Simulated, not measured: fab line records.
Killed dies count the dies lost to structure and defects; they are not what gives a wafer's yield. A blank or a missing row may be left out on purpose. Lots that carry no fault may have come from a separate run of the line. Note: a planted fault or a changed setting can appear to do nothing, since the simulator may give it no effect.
fab line records	flow sky130
record lots=12	wafers=36	last_day=50
route steps=708 shown METAL4@635 VIA4@657 METAL5@664 PAD_OPEN@708
lots with no fault: from the same line, run without faults
start_h: hours from the record's opening day to when the first of the lot's shown wafers began	wait_h: hours elapsed since this lot's preceding step	" same as the row above	L1.1+2: a row that stands for several wafers	- either no value or no given start	* or withheld: withheld	< > ~ a bound
route shown NAME@n: NAME is a module with steps in the file, n the number in the route of the first one	usual: mean/standard deviation of fault-free wafers	same: alike in all rows	chamber/n: place in a boat	sites: per-site readings	_std_site: the standard deviation of these	_edge_site: outer sites' mean less inner sites'	radius_mm: how far each site lies from the wafer's centre	mask NAME#n: copy n	behind: tool/chamber where the wafer was last shaped	hold: cause of the lot's hold/its duration in hours/its outcome	device: whichever transistor did not switch (one of n, p or np)	end of line: tests run on the same wafers once the route is complete	a step without rows: its recipe alone	killed: not the wafer's yield, but the dies lost to structure and defects at the first sort	map: per-die view of a wafer (x killed, . not killed, _ where there is no die)
set.NAME: setting as actually run; set.NAME@STEP: the setting as run at that earlier step	model.NAME: the simulator's own value behind a step, which no gauge read
one table for each step of the route and one row for each wafer, over a sample of lots
services: from which hour (start_h, from the record's first day; less than 0 if before it) a tool's chamber was out of use, for how many hours, and why
## steps
# step SKY_METAL4_STRIP_19
# recipe chemistry=O2/N2	power_w=1400	pressure_mtorr=1500	platen_temp_c=withheld	o2_flow_sccm=3000	n2_flow_sccm=300	overash_fraction=0.5
# usual chamber_pressure_mTorr=1500.0/1.3	drypump_motor_current_A=5.7/0.5	o2_flow_sccm=2998/8.9	oes_product_au=0.501/0.0053	strip_time_to_endpoint_s=6.50/0.066
lot.wafer	tool	chamber	start_h	wait_h	chamber_pressure_mTorr	drypump_motor_current_A	o2_flow_sccm	oes_product_au	rf_hours_counter_h	strip_time_to_endpoint_s
L768.1	plasma_asher-02	0	979.72	0.1	1499.4	5.9	2981	0.505	55	6.50
L768.4	"	0	"	"	1500.9	5.9	2978	0.502	-	6.56
L768.5	"	0	"	"	1498.9	5.9	3003	0.514	-	6.49
L769.3	plasma_asher-02	1	981.85	0.1	1500.5	6.0	2998	0.492	-	6.43
L769.4	"	0	"	"	1498.9	5.9	2998	0.495	-	6.37
L769.5	"	1	"	"	1498.6	6.0	3018	0.499	-	6.42
L770.3	plasma_asher-03	1	996.88	0.1	1499.7	5.9	2998	0.497	-	6.46
L770.4	"	0	"	"	1501.9	6.5	3003	0.501	-	6.51
L770.6	"	0	"	"	1500.0	6.5	2999	0.493	-	6.48
L771.1	plasma_asher-04	1	999.27	0.1	1500.0	5.1	2998	0.495	115	6.54
L771.4	"	0	"	"	1499.0	5.2	3010	0.501	-	6.59
L771.6	"	1	"	"	1500.0	5.1	3010	0.511	-	6.56
L775.1	plasma_asher-04	1	1030.03	0.3	1502.1	5.1	2998	0.496	118	6.43
L775.2	"	0	"	"	1500.2	5.2	2999	0.494	118	6.38
L775.6	"	1	"	"	1502.7	5.1	3006	0.496	-	6.32
L778.1	plasma_asher-04	1	1047.42	0.1	1502.5	5.1	3006	0.501	119	6.43
L778.5	"	0	"	"	1500.4	5.2	2994	0.493	-	6.34
L778.6	"	1	"	"	1500.5	5.1	3009	0.500	-	6.53
L779.2	plasma_asher-02	0	1050.89	0.1	1502.3	5.9	3000	0.497	62	6.36
L779.4	"	0	"	"	1499.8	6.0	2994	0.498	-	6.43
L779.5	"	1	"	"	1502.4	6.0	2999	0.496	-	6.47
L780.2	plasma_asher-03	0	1063.62	0.1	1498.8	6.5	2994	0.499	32	6.44
L780.3	"	0	"	"	1502.4	6.5	3003	0.496	-	6.41
L780.6	"	0	"	"	1502.0	6.5	2995	0.503	-	6.51
L781.2	plasma_asher-04	0	1075.97	0.1	1500.5	5.2	2995	0.510	1	6.49
L781.5	"	0	"	"	1500.8	5.2	3003	0.502	-	6.45
L781.6	"	1	"	"	1500.4	5.1	2997	0.504	-	6.59
L783.1	plasma_asher-04	1	1079.92	0.1	1498.6	5.1	2998	0.492	1	6.54
L783.3	"	1	"	"	1500.8	5.1	2993	0.497	-	6.52
L783.6	"	0	"	"	1500.3	5.2	2996	0.509	-	6.49
L790.2	plasma_asher-03	1	1122.47	0.1	1501.5	5.9	2991	0.501	38	6.60
L790.4	"	1	"	"	1500.1	5.9	2995	0.505	-	6.47
L790.6	"	1	"	"	1500.6	5.9	2995	0.500	-	6.54
L791.1	plasma_asher-03	1	1130.02	0.1	1499.5	5.9	2998	0.495	38	6.50
L791.4	"	0	"	"	1498.5	6.5	2997	0.506	-	6.51
L791.5	"	1	"	"	1498.9	5.9	2998	0.496	-	6.47
# step SKY_VIA4_CVD_18
# recipe material=W	target_thk_nm=505	time_s=152.14	temp_c=400	pressure_torr=40
# usual chamber_pressure_Torr=40.02/0.081	heater_power_w=819/43
lot.wafer	tool	chamber	start_h	wait_h	chamber_pressure_Torr	heater_power_w
L768.1	cvd_w-02	0	1005.00	0.0	40.01	773
L768.4	"	0	"	"	40.11	808
L768.5	"	0	"	"	39.99	807
L769.3	cvd_w-02	1	1006.75	0.1	39.95	776
L769.4	"	0	"	"	40.00	807
L769.5	"	1	"	"	40.02	783
L770.3	cvd_w-01	1	1021.51	0.1	40.08	909
L770.4	"	0	"	"	40.03	789
L770.6	"	1	"	"	39.95	906
L771.1	cvd_w-01	0	1024.03	0.0	40.09	817
L771.4	"	0	"	"	39.96	829
L771.6	"	0	"	"	40.00	826
L775.1	cvd_w-01	0	1054.59	0.0	39.87	809
L775.2	"	1	"	"	40.00	880
L775.6	"	1	"	"	39.99	890
L778.1	cvd_w-02	1	1070.97	0.0	40.03	790
L778.5	"	0	"	"	40.10	793
L778.6	"	1	"	"	40.06	785
L779.2	cvd_w-02	1	1073.77	0.0	40.10	762
L779.4	"	0	"	"	40.06	799
L779.5	"	0	"	"	39.93	788
L780.2	cvd_w-02	1	1086.31	0.0	40.00	781
L780.3	"	0	"	"	40.25	786
L780.6	"	0	"	"	40.15	779
L781.2	cvd_w-02	1	1098.76	0.0	40.03	777
L781.5	"	0	"	"	40.07	808
L781.6	"	1	"	"	40.05	787
L783.1	cvd_w-02	1	1102.65	0.0	40.00	802
L783.3	"	0	"	"	39.98	774
L783.6	"	1	"	"	40.04	782
L790.2	cvd_w-02	1	1143.95	0.0	39.97	773
L790.4	"	1	"	"	40.10	791
L790.6	"	1	"	"	39.98	801
L791.1	cvd_w-02	0	1150.08	0.0	40.03	798
L791.4	"	0	"	"	40.07	809
L791.5	"	0	"	"	40.12	804
# step SKY_METAL5_SPUTTER_03
# recipe material=Ti	target_thk_nm=5	power_w=3000	time_s=3.3	chamber_pressure_pa=0.4
# usual throttle_valve_pct=29.9/1.2
lot.wafer	tool	chamber	start_h	wait_h	throttle_valve_pct
L768.1	pvd_sputter-04	-	1006.54	0.0	31.0
L768.4	"	-	"	"	28.8
L768.5	"	-	"	"	31.4
L769.3	pvd_sputter-04	-	1007.56	0.0	31.2
L769.4	"	-	"	"	28.4
L769.5	"	-	"	"	30.8
L770.3	pvd_sputter-04	-	1022.19	0.0	28.5
L770.4	"	-	"	"	30.7
L770.6	"	-	"	"	28.7
L771.1	pvd_sputter-04	-	1024.78	0.0	30.6
L771.4	"	-	"	"	30.6
L771.6	"	-	"	"	28.4
L775.1	pvd_sputter-02	-	1055.32	0.0	29.8
L775.2	"	-	"	"	28.0
L775.6	"	-	"	"	30.0
L778.1	pvd_sputter-02	-	1071.70	0.0	27.7
L778.5	"	-	"	"	31.6
L778.6	"	-	"	"	30.1
L779.2	pvd_sputter-04	-	1074.50	0.0	31.3
L779.4	"	-	"	"	30.5
L779.5	"	-	"	"	28.2
L780.2	pvd_sputter-04	-	1087.04	0.0	28.5
L780.3	"	-	"	"	31.3
L780.6	"	-	"	"	30.8
L781.2	pvd_sputter-04	-	1099.49	0.0	30.4
L781.5	"	-	"	"	31.0
L781.6	"	-	"	"	30.9
L783.1	pvd_sputter-02	-	1103.38	0.0	27.7
L783.3	"	-	"	"	29.8
L783.6	"	-	"	"	29.9
L790.2	pvd_sputter-03	-	1144.83	0.0	29.9
L790.4	"	-	"	"	29.4
L790.6	"	-	"	"	30.1
L791.1	pvd_sputter-04	-	1150.96	0.0	30.6
L791.4	"	-	"	"	30.8
L791.5	"	-	"	"	31.2
# step SKY_METAL5_STRIP_17
# recipe chemistry=post_etch_residue_remover	time_s=1200	temp_c=72.5
# usual bath_guard_temp_C=72.8/0.45	bath_heat_duty_pct=13.9/1.2
lot.wafer	tool	chamber	start_h	wait_h	bath_guard_temp_C	bath_heat_duty_pct
L768.1	wet_bench-04	2	1029.46	0.1	73.5	13.8
L768.4	"	2	"	"	73.5	14.4
L768.5	"	2	"	"	72.9	12.3
L769.3	wet_bench-04	0	1031.24	0.0	72.2	16.2
L769.4	"	0	"	"	72.4	14.5
L769.5	"	0	"	"	72.5	15.1
L770.3	wet_bench-03	0	1045.92	0.0	72.9	13.7
L770.4	"	0	"	"	72.5	13.8
L770.6	"	0	"	"	72.4	13.0
L771.1	wet_bench-03	0	1047.67	0.1	72.6	12.0
L771.4	"	0	"	"	72.2	13.9
L771.6	"	0	"	"	72.7	13.6
L775.1	wet_bench-03	0	1076.46	0.1	72.5	14.4
L775.2	"	0	"	"	72.6	13.3
L775.6	"	0	"	"	72.8	14.7
L778.1	wet_bench-01	3	1092.36	0.1	72.5	11.4
L778.5	"	3	"	"	72.5	12.8
L778.6	"	3	"	"	72.5	12.5
L779.2	wet_bench-01	3	1095.65	0.1	-	-
L779.4	"	3	"	"	-	-
L779.5	"	3	"	"	-	-
L780.2	wet_bench-03	1	1107.87	0.1	-	-
L780.3	"	1	"	"	-	-
L780.6	"	1	"	"	-	-
L781.2	wet_bench-04	1	1119.62	0.1	73.3	15.4
L781.5	"	1	"	"	73.2	13.2
L781.6	"	1	"	"	73.6	14.1
L783.1	wet_bench-03	0	1123.12	0.1	72.5	14.1
L783.3	"	0	"	"	72.3	14.3
L783.6	"	0	"	"	72.6	13.4
L790.2	wet_bench-03	1	1163.82	0.1	72.5	13.7
L790.4	"	1	"	"	72.6	14.5
L790.6	"	1	"	"	72.6	15.0
L791.1	wet_bench-01	1	1169.05	0.1	73.6	14.4
L791.4	"	1	"	"	73.4	14.0
L791.5	"	1	"	"	73.6	13.9
# step SKY_PAD_OPEN_PROBE_99
# usual defect_limited_yield=82.4/1.9	killed_at_M0_to_M3=44/7	killed_at_M4_up=3.2/1.8	killed_at_contacts=24/5.1	killed_at_front_end=15/4.3	killed_at_other=0.3/0.5	killed_dies=86/9.6	killed_open=48/7.1	killed_short=38/6.7	sort_bin_3_pad_short=0.9/0.44	sort_bin_5_function=10.3/1.5	sort_bin_6_memory=6.4/1.1	sort_n_pass=406/9.6	sort_yield_pct=82.4/1.9
# same gross_dies=492	killed_at_back_side=0	sort_bin_4_leakage[%]=0	sort_bin_8_speed[%]=0
lot.wafer	tool	chamber	start_h	wait_h	defect_limited_yield[%]	killed_at_M0_to_M3	killed_at_M4_up	killed_at_contacts	killed_at_front_end	killed_at_other	killed_dies	killed_open	killed_short	sort_bin_3_pad_short[%]	sort_bin_5_function[%]	sort_bin_6_memory[%]	sort_n_pass	sort_yield_pct[%]
L775.1	prober-02	-	1121.16	0.1	82.9	39	3	18	24	0	84	43	41	1.2	9.8	6.1	408	82.9
L775.2	prober-02	-	1121.21	0.1	81.5	42	1	29	19	0	91	53	38	1.8	8.9	7.7	401	81.5
L775.6	prober-02	-	1121.41	0.2	80.3	55	0	24	17	1	97	53	44	1.2	10.0	8.5	395	80.3
L778.1	prober-01	-	1134.05	0.1	80.1	56	2	29	11	0	98	58	40	1.4	12.0	6.5	394	80.1
L778.5	prober-01	-	1134.25	0.2	81.3	52	2	23	14	1	92	50	42	1.0	12.0	5.7	400	81.3
L778.6	prober-01	-	1134.30	0.2	84.3	37	5	24	11	0	77	45	32	0.6	10.0	5.1	415	84.3
L779.2	prober-02	-	1137.35	0.1	84.1	40	3	18	17	0	78	44	34	0.2	9.6	6.1	414	84.1
L779.4	prober-02	-	1137.45	0.2	86.2	40	3	19	6	0	68	39	29	0.2	8.5	5.1	424	86.2
L779.5	prober-02	-	1137.50	0.2	83.7	39	2	23	16	0	80	46	34	0.6	11.2	4.5	412	83.7
L780.2	prober-01	-	1149.00	0.1	78.9	59	1	29	13	2	104	52	46	1.0	13.0	7.1	388	78.9
L780.3	prober-01	-	1149.05	0.2	80.5	50	6	28	11	1	96	43	51	1.4	9.1	8.9	396	80.5
L780.6	prober-01	-	1149.20	0.2	80.7	46	2	27	19	1	95	55	38	1.0	11.6	6.7	397	80.7
L781.2	prober-02	-	1159.41	0.1	83.1	39	2	23	19	0	83	55	26	0.6	9.8	6.5	409	83.1
L781.5	prober-02	-	1159.56	0.2	83.5	38	3	20	20	0	81	45	36	1.0	8.1	7.3	411	83.5
L781.6	prober-02	-	1159.61	0.2	85.0	36	2	24	12	0	74	39	35	0.2	8.7	6.1	418	85.0
# killed by level:class
L775.1 VIA1:geometric_particle:open=9 CONTACT:geometric_particle:open=8 FIELD_ISO:geometric_particle:short=5 FIELD_ISO:geometric_particle:open=5 POLY_GATE:geometric_particle:open=5 LOCAL_INTERCONNECT:geometric_particle:short=5 VIA3:geometric_particle:open=5 METAL1:geometric_particle:short=5
L775.2 VIA1:geometric_particle:open=12 LI_CONTACT:geometric_particle:open=10 VIA1:geometric_particle:short=9 CONTACT:geometric_particle:open=9 VIA2:geometric_particle:open=5 FIELD_ISO:geometric_particle:short=4 POLY_GATE:geometric_particle:open=4 LOCAL_INTERCONNECT:geometric_particle:short=4
L775.6 VIA2:geometric_particle:open=10 CONTACT:geometric_particle:open=9 VIA1:geometric_particle:short=8 VIA1:geometric_particle:open=7 LI_CONTACT:geometric_particle:open=7 METAL3:geometric_particle:short=6 METAL2:geometric_particle:short=5 POLY_GATE:geometric_particle:open=5
L778.1 CONTACT:geometric_particle:open=12 VIA1:geometric_particle:open=11 VIA3:geometric_particle:open=11 VIA2:geometric_particle:open=9 LOCAL_INTERCONNECT:geometric_particle:short=7 VIA1:geometric_particle:short=5 POLY_GATE:geometric_particle:short=4 POLY_GATE:geometric_particle:open=4
L778.5 VIA1:geometric_particle:open=12 LI_CONTACT:geometric_particle:open=7 VIA2:geometric_particle:open=7 VIA3:geometric_particle:open=7 METAL2:geometric_particle:short=6 CONTACT:geometric_particle:open=5 VIA1:geometric_particle:short=5 VIA2:geometric_particle:short=5
L778.6 LI_CONTACT:geometric_particle:open=9 VIA1:geometric_particle:open=8 METAL3:geometric_particle:short=6 CONTACT:geometric_particle:open=6 VIA3:geometric_particle:open=6 METAL1:geometric_particle:short=5 METAL2:geometric_particle:short=4 VIA2:geometric_particle:open=4
L779.2 CONTACT:geometric_particle:open=10 VIA1:geometric_particle:open=8 VIA2:geometric_particle:open=6 VIA3:geometric_particle:open=6 FIELD_ISO:geometric_particle:short=5 METAL1:geometric_particle:short=5 POLY_GATE:geometric_particle:short=4 METAL2:geometric_particle:short=4
L779.4 VIA1:geometric_particle:open=9 LI_CONTACT:geometric_particle:open=9 VIA1:geometric_particle:short=7 METAL1:geometric_particle:short=7 CONTACT:geometric_particle:open=6 METAL2:geometric_particle:short=4 VIA2:geometric_particle:open=4 CONTACT:geometric_particle:short=3
L779.5 VIA3:geometric_particle:open=8 CONTACT:geometric_particle:open=8 VIA1:geometric_particle:open=8 LI_CONTACT:geometric_particle:open=7 METAL1:geometric_particle:short=6 VIA2:geometric_particle:short=5 METAL2:geometric_particle:short=5 FIELD_ISO:geometric_particle:open=4
L780.2 VIA1:geometric_particle:open=18 METAL2:geometric_particle:short=14 LI_CONTACT:geometric_particle:open=8 LI_CONTACT:geometric_particle:short=6 CONTACT:geometric_particle:open=5 CONTACT:geometric_particle:short=5 VIA2:geometric_particle:open=5 VIA3:geometric_particle:open=4
L780.3 VIA1:geometric_particle:open=11 METAL2:geometric_particle:short=9 VIA1:geometric_particle:short=8 LI_CONTACT:geometric_particle:open=7 CONTACT:geometric_particle:open=7 CONTACT:geometric_particle:short=6 VIA3:geometric_particle:open=5 VIA2:geometric_particle:short=5
L780.6 VIA2:geometric_particle:open=11 CONTACT:geometric_particle:open=8 VIA1:geometric_particle:open=8 VIA3:geometric_particle:open=7 LI_CONTACT:geometric_particle:open=7 VIA1:geometric_particle:short=6 FIELD_ISO:geometric_particle:short=5 LI_CONTACT:geometric_particle:short=5
L781.2 VIA1:geometric_particle:open=16 CONTACT:geometric_particle:open=10 LI_CONTACT:geometric_particle:open=7 VIA2:geometric_particle:open=6 FIELD_ISO:geometric_particle:open=5 METAL2:geometric_particle:short=5 LOCAL_INTERCONNECT:geometric_particle:short=5 METAL1:geometric_particle:short=4
L781.5 VIA1:geometric_particle:open=11 LOCAL_INTERCONNECT:geometric_particle:short=9 POLY_GATE:geometric_particle:open=7 VIA3:geometric_particle:open=7 CONTACT:geometric_particle:open=7 FIELD_ISO:geometric_particle:open=5 FIELD_ISO:geometric_particle:short=4 VIA2:geometric_particle:short=4
L781.6 LI_CONTACT:geometric_particle:open=9 VIA2:geometric_particle:open=7 CONTACT:geometric_particle:open=5 LI_CONTACT:geometric_particle:short=5 VIA1:geometric_particle:open=5 METAL3:geometric_particle:short=5 METAL1:geometric_particle:short=4 VIA1:geometric_particle:short=4
## services
tool	chamber	start_h	hours	kind
cvd_w-01	0	956.58	11.1	repair
wet_bench-03	-	966.36	4.3	repair
plasma_asher-03	-	967.52	2.8	pm
pvd_sputter-02	-	967.72	1.6	repair
cvd_w-02	1	973.29	2.9	repair
plasma_asher-03	-	980.44	4.6	repair
pvd_sputter-03	-	994.57	1.2	repair
plasma_asher-02	-	1000.25	0.6	repair
cvd_w-02	-	1013.44	8.4	repair
cvd_w-02	1	1031.01	11.4	repair
pvd_sputter-03	-	1045.94	2.6	repair
plasma_asher-04	-	1055.25	9.0	pm
plasma_asher-04	0	1055.25	9.0	vent_cycle
plasma_asher-04	1	1055.25	9.0	vent_cycle
plasma_asher-04	0	1064.25	-	clean
plasma_asher-04	1	1064.25	-	clean
pvd_sputter-04	-	1123.53	2.3	repair
cvd_w-01	-	1130.23	0.9	repair
cvd_w-01	1	1136.92	1.6	repair
cvd_w-02	1	1148.18	26.7	repair
pvd_sputter-03	-	1164.67	1.9	repair
## key
first_sign step=SKY_METAL5_STRIP_17	reading=tool_record	direction=missing
effect none on later readings
met_at SKY_METAL5_STRIP_17
struck_lots L779,L780
not_acting_at SKY_METAL4_STRIP_19,SKY_VIA4_CVD_18,SKY_METAL5_SPUTTER_03
onset_between 1092.36 1095.65
fault kind=skipped_step_whole	tool=wet_bench-01,wet_bench-03	chamber=-	onset_h=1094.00	steps=SKY_METAL5_STRIP_17	scope=struck_lots_only
